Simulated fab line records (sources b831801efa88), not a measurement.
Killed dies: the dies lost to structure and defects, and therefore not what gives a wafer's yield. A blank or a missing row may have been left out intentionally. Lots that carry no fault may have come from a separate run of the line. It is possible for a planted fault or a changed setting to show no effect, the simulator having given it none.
fab line records    flow gf180mcu
record lots=24  wafers=72  last-day=34
route steps=602 shown V2@406 M3@409 V3@445 M4@459 V4@477
lots with no fault: from the same line, run without faults
start-h: start of the lot's first displayed wafer, in hours after the record's first day    wait-h: time in hours since the lot's previous step    " repeats the value in the row above    L1.1+2: several wafers, shown together as one row    - no value present, or no start provided    * or withheld: withheld    < > ~ a bound
route shown NAME@n: a module of which the file shows steps, and the number in the route of the first    usual: mean/standard deviation of fault-free wafers    same: alike in all rows    chamber/n: place in a boat    sites: per-site readings    _std_site: their standard deviation    _edge_site: the outer-site mean with the inner-site mean subtracted    radius-mm: for every site, how far away it sits from the centre of the wafer    mask NAME#n: copy n    behind: the most recent tool/chamber to have shaped the wafer    hold: the reason the lot was held/the length of the hold in hours/how it ended    device: names the non-switching transistor (n, p or np)    end of line: tests of these same wafers at the route's end    for a step that has no rows: nothing shown but its recipe    killed: not the wafer's yield, but the dies lost to structure and defects at the first sort    map: a wafer's dies, marking killed ones x, the rest . and places with no die _
set.NAME: the setting as run; set.NAME@STEP: as run at that earlier step    model.NAME: the simulator's own value behind a step, which no gauge read
one table for each step of the route and one row for each wafer, over a sample of lots
services: when a tool's chamber went out of use (start-h, in hours from the record's first day, below 0 if earlier), for how many hours, and the reason
## steps
# step GF_V2_RS_MEAS_24
# recipe thk-meas-gauge=four-point-probe  reads=W_of_V2_CVD_23+TiN_of_V2_SPUTTER_22+Ti_of_V2_SPUTTER_21
# usual V2_W_RS=0.328/0.0034
lot.wafer  tool           chamber  start-h  wait-h  V2_W_RS[ohm/sq]
L074.2     film-metro-01  -        459.78   0.1     0.330
L074.5     "              -        "        "       0.324
L074.6     "              -        "        "       0.326
L075.3     film-metro-04  -        465.46   0.1     0.332
L075.5     "              -        "        "       0.336
L075.6     "              -        "        "       0.334
L076.1     film-metro-01  -        475.41   0.1     0.324
L076.3     "              -        "        "       0.329
L076.5     "              -        "        "       0.326
L077.1     film-metro-03  -        481.91   0.1     0.330
L077.5     "              -        "        "       0.328
L077.6     "              -        "        "       0.329
L078.2     film-metro-03  -        495.64   0.1     0.332
L078.3     "              -        "        "       0.331
L078.5     "              -        "        "       0.332
L079.2     film-metro-04  -        503.22   0.1     0.329
L079.3     "              -        "        "       0.327
L079.4     "              -        "        "       0.327
L080.2     film-metro-01  -        515.36   0.1     0.329
L080.3     "              -        "        "       0.332
L080.5     "              -        "        "       0.325
L081.4     film-metro-04  -        530.82   0.1     0.330
L081.5     "              -        "        "       0.330
L081.6     "              -        "        "       0.328
L082.2     film-metro-03  -        531.78   0.1     0.334
L082.3     "              -        "        "       0.329
L082.4     "              -        "        "       0.328
L083.2     film-metro-01  -        546.45   0.1     0.334
L083.4     "              -        "        "       0.336
L083.6     "              -        "        "       0.333
L084.2     film-metro-03  -        553.24   0.1     0.323
L084.4     "              -        "        "       0.324
L084.6     "              -        "        "       0.329
L085.1     film-metro-03  -        561.71   0.1     0.328
L085.5     "              -        "        "       0.329
L085.6     "              -        "        "       0.335
L086.3     film-metro-04  -        571.46   0.2     0.321
L086.4     "              -        "        "       0.323
L086.5     "              -        "        "       0.324
L087.2     film-metro-04  -        572.54   0.1     0.327
L087.3     "              -        "        "       0.331
L087.4     "              -        "        "       0.326
L088.3     film-metro-04  -        582.21   0.1     0.320
L088.5     "              -        "        "       0.328
L088.6     "              -        "        "       0.323
L089.2     film-metro-01  -        589.39   0.1     0.325
L089.3     "              -        "        "       0.328
L089.6     "              -        "        "       0.324
L090.2     film-metro-01  -        597.75   0.1     0.329
L090.3     "              -        "        "       0.327
L090.4     "              -        "        "       0.327
L091.4     film-metro-01  -        604.53   0.1     0.329
L091.5     "              -        "        "       0.332
L091.6     "              -        "        "       0.329
L092.2     film-metro-01  -        606.84   0.1     0.331
L092.3     "              -        "        "       0.328
L092.5     "              -        "        "       0.334
L093.3     film-metro-03  -        622.60   0.1     0.329
L093.4     "              -        "        "       0.325
L093.5     "              -        "        "       0.327
L094.3     film-metro-04  -        627.15   0.1     0.329
L094.4     "              -        "        "       0.327
L094.6     "              -        "        "       0.325
L095.2     film-metro-03  -        640.28   0.1     0.330
L095.5     "              -        "        "       0.330
L095.6     "              -        "        "       0.328
L096.2     film-metro-04  -        649.68   0.1     0.324
L096.3     "              -        "        "       0.323
L096.5     "              -        "        "       0.323
L097.1     film-metro-01  -        651.07   0.1     0.333
L097.3     "              -        "        "       0.329
L097.5     "              -        "        "       0.328
# step GF_M3_SPUTTER_00
# recipe material=Ti  target-thk-nm=37.5  arriving-ion-energy-ev=80  substrate-temp-c=200  chamber-pressure-pa=2  power-w=4000  time-s=150
# usual cathode-dc-power-W=4000.0/0.78  throttle-valve-pct=30.0/0.99
lot.wafer  tool            chamber  start-h  wait-h  cathode-dc-power-W  throttle-valve-pct
L074.2     pvd-sputter-02  -        460.24   0.2     4000.8              31.3
L074.5     "               -        "        "       4000.2              30.5
L074.6     "               -        "        "       4000.3              30.7
L075.3     pvd-sputter-03  -        465.90   0.2     4000.0              30.6
L075.5     "               -        "        "       3999.8              30.9
L075.6     "               -        "        "       4000.9              30.8
L076.1     pvd-sputter-03  -        475.89   0.1     4000.6              30.8
L076.3     "               -        "        "       3999.1              31.1
L076.5     "               -        "        "       4000.4              30.8
L077.1     pvd-sputter-03  -        482.39   0.1     3999.6              27.7
L077.5     "               -        "        "       4000.0              31.0
L077.6     "               -        "        "       4000.6              30.9
L078.2     pvd-sputter-03  -        496.10   0.1     3998.8              30.8
L078.3     "               -        "        "       3999.7              31.1
L078.5     "               -        "        "       4000.1              31.0
L079.2     pvd-sputter-03  -        503.68   0.1     3999.3              31.2
L079.3     "               -        "        "       3999.6              27.7
L079.4     "               -        "        "       4001.7              31.1
L080.2     pvd-sputter-04  -        516.06   0.1     4000.3              29.8
L080.3     "               -        "        "       4001.2              29.9
L080.5     "               -        "        "       4000.6              28.9
L081.4     pvd-sputter-04  -        531.24   0.2     4001.2              30.0
L081.5     "               -        "        "       3999.8              29.8
L081.6     "               -        "        "       4000.4              28.7
L082.2     pvd-sputter-04  -        532.24   0.2     4000.2              29.0
L082.3     "               -        "        "       4000.6              29.7
L082.4     "               -        "        "       3999.4              30.3
L083.2     pvd-sputter-02  -        546.91   0.2     3999.2              31.1
L083.4     "               -        "        "       3999.3              30.5
L083.6     "               -        "        "       3999.8              30.4
L084.2     pvd-sputter-02  -        553.70   0.1     3999.4              31.0
L084.4     "               -        "        "       3999.3              30.6
L084.6     "               -        "        "       4000.5              29.7
L085.1     pvd-sputter-04  -        562.19   0.2     3999.0              30.2
L085.5     "               -        "        "       3998.9              29.8
L085.6     "               -        "        "       3999.2              30.2
L086.3     pvd-sputter-03  -        571.90   0.2     4000.1              27.7
L086.4     "               -        "        "       3999.6              31.0
L086.5     "               -        "        "       3999.7              27.8
L087.2     pvd-sputter-02  -        573.00   0.2     4000.5              31.0
L087.3     "               -        "        "       4000.6              30.6
L087.4     "               -        "        "       3999.9              29.6
L088.3     pvd-sputter-02  -        582.65   0.1     3999.5              29.5
L088.5     "               -        "        "       4001.7              29.6
L088.6     "               -        "        "       3999.9              30.6
L089.2     pvd-sputter-02  -        589.85   0.2     4000.8              30.4
L089.3     "               -        "        "       3999.1              31.0
L089.6     "               -        "        "       4000.3              30.6
L090.2     pvd-sputter-02  -        598.21   0.1     4000.1              30.2
L090.3     "               -        "        "       4000.2              29.5
L090.4     "               -        "        "       4000.5              30.4
L091.4     pvd-sputter-03  -        604.95   0.1     4000.5              30.9
L091.5     "               -        "        "       3997.8              31.1
L091.6     "               -        "        "       3999.6              30.6
L092.2     pvd-sputter-04  -        607.30   0.2     4000.6              30.2
L092.3     "               -        "        "       4000.5              28.8
L092.5     "               -        "        "       3998.5              30.1
L093.3     pvd-sputter-04  -        623.04   0.2     4000.4              28.5
L093.4     "               -        "        "       3999.4              29.6
L093.5     "               -        "        "       4000.1              29.8
L094.3     pvd-sputter-04  -        627.59   0.2     4001.2              30.1
L094.4     "               -        "        "       4000.4              29.6
L094.6     "               -        "        "       3999.6              30.1
L095.2     pvd-sputter-04  -        640.74   0.1     3998.5              28.7
L095.5     "               -        "        "       4000.2              29.9
L095.6     "               -        "        "       3999.7              28.8
L096.2     pvd-sputter-03  -        650.14   0.2     4001.8              31.0
L096.3     "               -        "        "       4000.2              31.1
L096.5     "               -        "        "       4000.4              30.9
L097.1     pvd-sputter-03  -        651.55   0.2     4000.1              30.9
L097.3     "               -        "        "       3999.6              27.8
L097.5     "               -        "        "       3999.8              27.5
# step GF_M3_METAL_ETCH_16
# recipe chemistry=Cl2/BCl3  mask-material=KrF  target-depth-nm=750.8  stop-on=SiO2  pressure-mtorr=8  icp-w=800  bias-w=140  Cl2_flow_sccm=80  bcl3-flow-sccm=40  time-s=129
# usual drypump-motor-current-A=5.8/0.59  oes-product-au=0.987/0.006  throttle-valve-pct=28.232/0.0095
lot.wafer  tool          chamber  start-h  wait-h  drypump-motor-current-A  oes-product-au  rf-hours-counter-h  throttle-valve-pct
L074.2     rie-metal-03  1        484.94   0.0     6.5                      0.994           11                  28.237
L074.5     "             1        "        "       6.5                      0.988           -                   28.217
L074.6     "             0        "        "       6.0                      0.991           -                   28.218
L075.3     rie-metal-03  1        490.08   0.1     6.6                      0.984           -                   28.235
L075.5     "             1        "        "       6.6                      0.995           -                   28.225
L075.6     "             0        "        "       5.9                      1.003           -                   28.227
L076.1     rie-metal-04  1        500.57   0.0     5.9                      0.998           11                  28.246
L076.3     "             1        "        "       5.9                      0.985           -                   28.214
L076.5     "             1        "        "       5.9                      0.994           -                   28.236
L077.1     rie-metal-03  0        506.87   0.0     5.9                      0.990           13                  28.218
L077.5     "             0        "        "       6.0                      0.996           -                   28.224
L077.6     "             1        "        "       6.5                      0.993           -                   28.251
L078.2     rie-metal-04  1        519.45   0.0     5.9                      0.984           12                  28.236
L078.3     "             1        "        "       6.0                      0.982           -                   28.233
L078.5     "             1        "        "       5.9                      0.987           -                   28.232
L079.2     rie-metal-04  1        527.57   0.0     5.9                      0.979           12                  28.231
L079.3     "             0        "        "       6.0                      0.985           -                   28.246
L079.4     "             1        "        "       6.0                      0.989           -                   28.235
L080.2     rie-metal-04  1        539.37   0.0     6.0                      0.984           12                  28.246
L080.3     "             1        "        "       5.9                      0.985           -                   28.242
L080.5     "             0        "        "       6.0                      0.990           -                   28.228
L081.4     rie-metal-03  0        554.33   0.1     6.0                      0.984           -                   28.239
L081.5     "             0        "        "       6.0                      0.982           -                   28.239
L081.6     "             0        "        "       6.0                      0.978           -                   28.243
L082.2     rie-metal-01  1        555.19   0.1     4.7                      0.994           -                   28.240
L082.3     "             1        "        "       4.7                      0.991           -                   28.235
L082.4     "             1        "        "       4.7                      0.991           -                   28.235
L083.2     rie-metal-01  0        569.72   0.0     5.1                      1.001           0                   28.229
L083.4     "             0        "        "       5.1                      0.994           -                   28.230
L083.6     "             0        "        "       5.1                      0.991           -                   28.229
L084.2     rie-metal-03  0        575.87   0.0     6.0                      0.985           2                   28.229
L084.4     "             1        "        "       6.5                      0.984           -                   28.236
L084.6     "             1        "        "       6.5                      0.996           -                   28.226
L085.1     rie-metal-01  1        584.20   0.0     4.7                      0.991           11                  28.219
L085.5     "             0        "        "       5.0                      0.992           -                   28.230
L085.6     "             1        "        "       4.7                      0.996           -                   28.244
L086.3     rie-metal-04  0        593.09   0.1     6.0                      0.990           -                   28.245
L086.4     "             1        "        "       5.9                      0.987           -                   28.228
L086.5     "             0        "        "       6.0                      0.987           -                   28.249
L087.2     rie-metal-03  0        594.30   0.0     6.0                      0.981           2                   28.231
L087.3     "             0        "        "       6.0                      0.994           -                   28.241
L087.4     "             1        "        "       6.5                      0.979           -                   28.227
L088.3     rie-metal-04  0        604.06   0.1     6.0                      0.984           -                   28.213
L088.5     "             0        "        "       6.0                      0.983           -                   28.221
L088.6     "             1        "        "       5.9                      0.997           -                   28.242
L089.2     rie-metal-03  1        611.00   0.0     6.5                      0.996           2                   28.229
L089.3     "             0        "        "       6.0                      0.985           -                   28.232
L089.6     "             1        "        "       6.5                      0.990           -                   28.230
L090.2     rie-metal-01  1        618.59   0.0     4.7                      0.986           12                  28.227
L090.3     "             0        "        "       5.0                      0.989           -                   28.229
L090.4     "             1        "        "       4.7                      0.995           -                   28.223
L091.4     rie-metal-03  0        625.61   0.1     6.0                      0.983           -                   28.237
L091.5     "             1        "        "       6.5                      0.987           -                   28.227
L091.6     "             0        "        "       6.0                      0.988           -                   28.231
L092.2     rie-metal-04  1        627.69   0.0     5.9                      0.985           1                   28.235
L092.3     "             1        "        "       5.9                      0.989           -                   28.230
L092.5     "             1        "        "       5.9                      0.976           -                   28.238
L093.3     rie-metal-03  0        642.80   0.1     5.9                      0.992           -                   28.235
L093.4     "             1        "        "       6.5                      0.988           -                   28.215
L093.5     "             0        "        "       6.0                      0.990           -                   28.233
L094.3     rie-metal-01  1        647.74   0.1     4.7                      0.990           -                   28.244
L094.4     "             0        "        "       5.0                      0.985           -                   28.229
L094.6     "             0        "        "       5.0                      0.988           -                   28.225
L095.2     rie-metal-04  1        660.49   0.0     5.9                      0.990           3                   28.243
L095.5     "             0        "        "       6.0                      0.978           -                   28.222
L095.6     "             1        "        "       6.0                      0.980           -                   28.243
L096.2     rie-metal-01  1        668.95   0.0     4.7                      0.986           14                  28.234
L096.3     "             1        "        "       4.7                      0.984           -                   28.238
L096.5     "             1        "        "       4.7                      0.988           -                   28.227
L097.1     rie-metal-04  1        670.64   0.0     6.0                      0.977           3                   28.238
L097.3     "             1        "        "       5.9                      0.985           -                   28.230
L097.5     "             0        "        "       6.0                      0.983           -                   28.228
# step GF_V3_ETCH_16
# recipe chemistry=N2/H2  target-depth-a=withheld  overetch-a=withheld  time-s=withheld  target=BARC  ion-energy-ev=200  source-w=500  bias-w=100  pressure-mtorr=30  n2-flow-sccm=100  h2-flow-sccm=200
# usual drypump-motor-current-A=5.7/0.35  h2-flow-sccm=200.0/0.52  n2-flow-sccm=100.0/0.3  oes-product-au=0.853/0.0049  rf-fwd-power-W=495.3/1.6  throttle-valve-pct=13.224/0.0087
lot.wafer  tool         chamber  start-h  wait-h  drypump-motor-current-A  h2-flow-sccm  n2-flow-sccm  oes-product-au  rf-fwd-power-W  throttle-valve-pct
L074.2     rie-diel-01  1        509.12   0.0     5.4                      199.8         100.1         0.846           493.4           13.226
L074.5     "            0        "        "       5.5                      199.2         100.3         0.857           495.0           13.239
L074.6     "            1        "        "       5.4                      200.1         99.9          0.857           492.6           13.221
L075.3     rie-diel-02  3        514.94   0.0     5.7                      199.8         99.3          0.850           494.1           13.227
L075.5     "            2        "        "       5.4                      199.9         99.3          0.845           494.9           13.223
L075.6     "            1        "        "       5.4                      200.3         100.1         0.848           495.1           13.218
L076.1     rie-diel-01  2        524.94   0.0     6.3                      199.2         99.7          0.861           492.7           13.228
L076.3     "            3        "        "       5.3                      199.7         100.2         0.854           495.9           13.214
L076.5     "            2        "        "       6.3                      200.0         99.5          0.851           492.0           13.220
L077.1     rie-diel-02  1        531.47   0.0     5.4                      200.1         99.7          0.847           497.9           13.222
L077.5     "            1        "        "       5.4                      200.2         99.8          0.850           497.6           13.208
L077.6     "            0        "        "       5.6                      199.9         99.8          0.864           494.3           13.236
L078.2     rie-diel-01  0        543.49   0.0     5.6                      199.3         99.8          0.853           494.5           13.234
L078.3     "            2        "        "       6.3                      198.5         99.5          0.846           496.0           13.224
L078.5     "            0        "        "       5.5                      200.1         99.5          0.844           494.6           13.218
L079.2     rie-diel-01  0        551.42   0.0     5.5                      199.1         99.9          0.852           495.6           13.217
L079.3     "            3        "        "       5.3                      199.9         100.0         0.868           492.3           13.231
L079.4     "            1        "        "       5.4                      200.2         100.1         0.855           494.8           13.229
L080.2     rie-diel-01  3        563.22   0.0     5.3                      199.5         100.0         0.848           495.9           13.225
L080.3     "            1        "        "       5.4                      200.2         100.0         0.854           494.4           13.246
L080.5     "            3        "        "       5.4                      201.0         99.9          0.853           494.2           13.229
L081.4     rie-diel-04  2        577.24   0.0     6.0                      200.4         99.5          0.849           496.6           13.200
L081.5     "            0        "        "       6.0                      199.8         100.0         0.843           494.2           13.231
L081.6     "            1        "        "       6.0                      199.6         100.7         0.852           499.4           13.214
L082.2     rie-diel-02  1        577.82   0.0     5.4                      199.9         100.2         0.855           500.2           13.223
L082.3     "            3        "        "       5.7                      200.3         99.6          0.855           495.4           13.222
L082.4     "            2        "        "       5.4                      200.7         100.3         0.846           493.8           13.227
L083.2     rie-diel-04  0        593.14   0.0     6.0                      200.9         100.1         0.849           493.6           13.213
L083.4     "            2        "        "       6.0                      200.7         100.1         0.847           494.0           13.220
L083.6     "            2        "        "       6.0                      199.8         99.3          0.848           494.2           13.222
L084.2     rie-diel-01  2        598.70   0.0     6.3                      200.4         100.0         0.856           492.6           13.236
L084.4     "            0        "        "       5.5                      200.2         99.9          0.860           495.7           13.221
L084.6     "            2        "        "       6.3                      200.3         99.5          0.849           494.3           13.236
L085.1     rie-diel-04  1        607.08   0.0     6.1                      199.3         99.6          0.859           497.0           13.230
L085.5     "            1        "        "       6.1                      200.1         99.6          0.853           498.1           13.218
L085.6     "            2        "        "       6.0                      200.0         99.8          0.860           496.0           13.222
L086.3     rie-diel-02  2        615.52   0.0     5.4                      199.5         99.9          0.859           493.8           13.228
L086.4     "            0        "        "       5.7                      199.9         100.2         0.857           494.8           13.223
L086.5     "            1        "        "       5.4                      200.7         100.0         0.856           494.9           13.230
L087.2     rie-diel-04  1        616.39   0.0     6.1                      199.8         100.3         0.860           497.2           13.223
L087.3     "            2        "        "       6.0                      200.3         100.1         0.856           494.3           13.242
L087.4     "            1        "        "       6.1                      200.2         100.0         0.857           495.7           13.236
L088.3     rie-diel-01  0        625.94   0.0     5.5                      199.9         100.8         0.848           497.3           13.226
L088.5     "            2        "        "       6.3                      199.4         99.9          0.857           494.1           13.252
L088.6     "            1        "        "       5.4                      200.8         99.8          0.853           494.7           13.215
L089.2     rie-diel-01  0        632.93   0.0     5.5                      199.6         100.5         0.856           497.8           13.216
L089.3     "            2        "        "       6.3                      199.7         100.4         0.859           496.0           13.222
L089.6     "            3        "        "       5.3                      200.3         99.8          0.860           494.1           13.236
L090.2     rie-diel-04  0        639.88   0.0     6.0                      201.1         99.9          0.851           493.7           13.215
L090.3     "            2        "        "       6.0                      200.1         99.8          0.848           495.6           13.227
L090.4     "            1        "        "       6.0                      200.4         99.8          0.848           495.1           13.223
L091.4     rie-diel-01  1        646.64   0.0     5.4                      198.9         100.0         0.854           493.7           13.224
L091.5     "            0        "        "       5.5                      200.7         99.5          0.854           495.5           13.213
L091.6     "            2        "        "       6.4                      200.1         99.7          0.862           495.3           13.207
L092.2     rie-diel-04  0        648.93   0.0     6.0                      199.8         100.2         0.855           497.7           13.226
L092.3     "            3        "        "       5.8                      199.2         99.7          0.854           496.5           13.227
L092.5     "            2        "        "       6.0                      199.4         99.9          0.849           495.4           13.215
L093.3     rie-diel-01  2        664.18   0.0     6.3                      199.9         99.9          0.861           493.0           13.214
L093.4     "            3        "        "       5.3                      200.4         99.9          0.855           495.9           13.208
L093.5     "            0        "        "       5.5                      199.9         100.2         0.856           497.2           13.234
L094.3     rie-diel-02  2        668.17   0.0     5.5                      199.6         100.3         0.858           495.1           13.217
L094.4     "            3        "        "       5.7                      200.6         99.7          0.852           497.1           13.212
L094.6     "            1        "        "       5.4                      200.2         100.4         0.845           499.2           13.212
L095.2     rie-diel-04  1        680.17   0.0     6.1                      200.1         100.2         0.847           497.6           13.221
L095.5     "            3        "        "       5.8                      200.7         100.2         0.852           497.4           13.235
L095.6     "            2        "        "       6.0                      200.0         100.3         0.859           494.5           13.216
L096.2     rie-diel-01  0        689.58   0.0     5.5                      199.6         99.9          0.849           496.0           13.205
L096.3     "            3        "        "       5.4                      199.9         100.4         0.855           494.1           13.230
L096.5     "            2        "        "       6.3                      199.9         99.9          0.855           491.6           13.230
L097.1     rie-diel-01  1        691.22   0.0     5.4                      200.2         100.1         0.855           496.8           13.230
L097.3     "            0        "        "       5.6                      200.0         99.6          0.855           496.0           13.227
L097.5     "            3        "        "       5.3                      200.7         100.1         0.862           495.9           13.215
# step GF_M4_SPUTTER_03
# recipe material=Ti  target-thk-nm=10  substrate-temp-c=300  chamber-pressure-pa=0.3  power-w=3000  time-s=6.408
# usual cathode-dc-power-W=3000.0/0.6  throttle-valve-pct=30.1/1.2
lot.wafer  tool            chamber  start-h  wait-h  cathode-dc-power-W  throttle-valve-pct
L074.2     pvd-sputter-03  -        510.65   0.0     2998.9              30.8
L074.5     "               -        "        "       2999.9              27.8
L074.6     "               -        "        "       3000.7              30.9
L075.3     pvd-sputter-03  -        516.52   0.0     2998.9              27.7
L075.5     "               -        "        "       2999.4              30.8
L075.6     "               -        "        "       2999.2              27.6
L076.1     pvd-sputter-01  -        526.49   0.0     3000.0              29.5
L076.3     "               -        "        "       2999.6              30.6
L076.5     "               -        "        "       3000.1              30.6
L077.1     pvd-sputter-03  -        532.99   0.0     2999.7              27.6
L077.5     "               -        "        "       3000.4              28.1
L077.6     "               -        "        "       2998.9              30.7
L078.2     pvd-sputter-02  -        545.01   0.0     2999.4              30.8
L078.3     "               -        "        "       3000.2              30.6
L078.5     "               -        "        "       3001.2              29.5
L079.2     pvd-sputter-03  -        552.94   0.0     3000.3              30.9
L079.3     "               -        "        "       2999.3              27.5
L079.4     "               -        "        "       3000.6              30.8
L080.2     pvd-sputter-01  -        564.80   0.0     3000.5              28.6
L080.3     "               -        "        "       2999.6              29.2
L080.5     "               -        "        "       3000.0              31.5
L081.4     pvd-sputter-01  -        578.73   0.0     2999.9              28.5
L081.5     "               -        "        "       3000.2              31.8
L081.6     "               -        "        "       2999.7              30.7
L082.2     pvd-sputter-03  -        579.40   0.0     2999.9              30.8
L082.3     "               -        "        "       2999.4              30.8
L082.4     "               -        "        "       2999.6              30.8
L083.2     pvd-sputter-03  -        594.66   0.0     3000.8              31.1
L083.4     "               -        "        "       3000.4              30.9
L083.6     "               -        "        "       3000.4              27.8
L084.2     pvd-sputter-01  -        601.02   0.0     3000.1              30.8
L084.4     "               -        "        "       2999.7              28.4
L084.6     "               -        "        "       2999.9              29.3
L085.1     pvd-sputter-02  -        609.29   0.0     3000.2              30.4
L085.5     "               -        "        "       2998.4              31.1
L085.6     "               -        "        "       3000.4              29.6
L086.3     pvd-sputter-01  -        617.08   0.0     3000.0              31.7
L086.4     "               -        "        "       2999.1              31.7
L086.5     "               -        "        "       3000.5              28.5
L087.2     pvd-sputter-03  -        617.95   0.0     2999.9              27.4
L087.3     "               -        "        "       3000.2              30.6
L087.4     "               -        "        "       2999.9              30.7
L088.3     pvd-sputter-01  -        627.46   0.0     2998.9              28.2
L088.5     "               -        "        "       2999.7              29.1
L088.6     "               -        "        "       3000.3              28.6
L089.2     pvd-sputter-03  -        634.74   0.0     2999.8              31.0
L089.3     "               -        "        "       2999.3              30.7
L089.6     "               -        "        "       3000.8              30.9
L090.2     pvd-sputter-01  -        641.41   0.0     3000.4              28.4
L090.3     "               -        "        "       3000.1              30.4
L090.4     "               -        "        "       3000.8              29.3
L091.4     pvd-sputter-02  -        648.15   0.0     2999.8              29.7
L091.5     "               -        "        "       3000.3              30.4
L091.6     "               -        "        "       3000.9              30.2
L092.2     pvd-sputter-02  -        650.45   0.0     3000.8              30.9
L092.3     "               -        "        "       3000.0              30.5
L092.5     "               -        "        "       3000.2              29.9
L093.3     pvd-sputter-03  -        665.71   0.0     2999.8              30.8
L093.4     "               -        "        "       3000.9              27.7
L093.5     "               -        "        "       2999.7              30.9
L094.3     pvd-sputter-02  -        669.69   0.0     2999.6              29.5
L094.4     "               -        "        "       2999.3              30.7
L094.6     "               -        "        "       2999.9              30.0
L095.2     pvd-sputter-03  -        681.68   0.0     2999.5              27.5
L095.5     "               -        "        "       2999.9              30.9
L095.6     "               -        "        "       2999.2              30.8
L096.2     pvd-sputter-03  -        691.10   0.0     2999.5              31.0
L096.3     "               -        "        "       3001.3              30.6
L096.5     "               -        "        "       2999.8              30.9
L097.1     pvd-sputter-01  -        692.74   0.0     3000.4              28.5
L097.3     "               -        "        "       3000.3              29.3
L097.5     "               -        "        "       3000.6              30.5
# step GF_V4_THK_MEAS_01
# recipe reads=SiO2_of_V4_CVD_00
# usual V4_CVD_00_THK=602/6.5
lot.wafer  tool           chamber  start-h  wait-h  V4_CVD_00_THK[nm]
L074.2     film-metro-01  -        534.32   0.0     614
L074.5     "              -        "        "       599
L074.6     "              -        "        "       603
L075.3     film-metro-03  -        539.85   0.1     604
L075.5     "              -        "        "       600
L075.6     "              -        "        "       609
L076.1     film-metro-04  -        550.26   0.0     610
L076.3     "              -        "        "       614
L076.5     "              -        "        "       616
L077.1     film-metro-01  -        556.12   0.0     617
L077.5     "              -        "        "       609
L077.6     "              -        "        "       607
L078.2     film-metro-01  -        567.80   0.0     599
L078.3     "              -        "        "       612
L078.5     "              -        "        "       611
L079.2     film-metro-01  -        576.25   0.0     594
L079.3     "              -        "        "       601
L079.4     "              -        "        "       594
L080.2     film-metro-04  -        587.09   0.0     593
L080.3     "              -        "        "       605
L080.5     "              -        "        "       597
L081.4     film-metro-01  -        601.28   0.1     613
L081.5     "              -        "        "       609
L081.6     "              -        "        "       598
L082.2     film-metro-01  -        601.48   0.0     599
L082.3     "              -        "        "       602
L082.4     "              -        "        "       594
L083.2     film-metro-01  -        616.62   0.0     596
L083.4     "              -        "        "       601
L083.6     "              -        "        "       603
L084.2     film-metro-01  -        622.86   0.0     604
L084.4     "              -        "        "       603
L084.6     "              -        "        "       605
L085.1     film-metro-04  -        630.81   0.0     610
L085.5     "              -        "        "       600
L085.6     "              -        "        "       602
L086.3     film-metro-04  -        637.61   0.1     597
L086.4     "              -        "        "       603
L086.5     "              -        "        "       606
L087.2     film-metro-04  -        638.97   0.0     612
L087.3     "              -        "        "       610
L087.4     "              -        "        "       613
L088.3     film-metro-04  -        648.38   0.1     605
L088.5     "              -        "        "       601
L088.6     "              -        "        "       605
L089.2     film-metro-04  -        655.52   0.0     600
L089.3     "              -        "        "       600
L089.6     "              -        "        "       596
L090.2     film-metro-01  -        661.72   0.0     588
L090.3     "              -        "        "       598
L090.4     "              -        "        "       590
L091.4     film-metro-04  -        668.16   0.0     594
L091.5     "              -        "        "       597
L091.6     "              -        "        "       597
L092.2     film-metro-04  -        669.87   0.0     603
L092.3     "              -        "        "       601
L092.5     "              -        "        "       599
L093.3     film-metro-03  -        685.74   0.1     598
L093.4     "              -        "        "       604
L093.5     "              -        "        "       603
L094.3     film-metro-04  -        689.78   0.1     598
L094.4     "              -        "        "       593
L094.6     "              -        "        "       594
L095.2     film-metro-04  -        700.89   0.0     600
L095.5     "              -        "        "       598
L095.6     "              -        "        "       600
L096.2     film-metro-04  -        710.33   0.0     597
L096.3     "              -        "        "       605
L096.5     "              -        "        "       594
L097.1     film-metro-03  -        712.19   0.0     594
L097.3     "              -        "        "       607
L097.5     "              -        "        "       602
## services
tool            chamber  start-h  hours  kind
pvd-sputter-04  -        443.48   4.8    repair
rie-metal-01    -        448.95   1.4    pm
rie-metal-03    0        455.47   7.9    repair
pvd-sputter-01  -        491.32   5.1    repair
rie-diel-01     2        496.65   11.5   repair
pvd-sputter-03  1        497.46   -      consumable-replace:kit
pvd-sputter-03  1        497.46   18.0   scheduled-down
pvd-sputter-03  1        497.46   18.0   vent-cycle
rie-diel-01     3        519.18   4.0    repair
pvd-sputter-03  -        530.97   1.5    repair
rie-diel-02     3        535.80   8.0    repair
pvd-sputter-01  -        536.07   4.4    repair
rie-diel-04     3        569.24   8.8    repair
pvd-sputter-03  -        580.50   7.0    repair
rie-diel-02     1        589.34   3.4    repair
rie-diel-01     2        596.61   1.5    repair
rie-diel-02     2        627.23   6.3    repair
rie-diel-02     0        629.10   2.2    repair
rie-diel-04     3        660.99   6.9    repair
pvd-sputter-04  -        661.15   1.5    repair
rie-diel-01     2        666.38   5.3    repair
pvd-sputter-03  -        682.10   0.7    repair
pvd-sputter-03  0        685.31   -      consumable-replace:kit
pvd-sputter-04  -        689.18   1.0    repair
## key
fault none
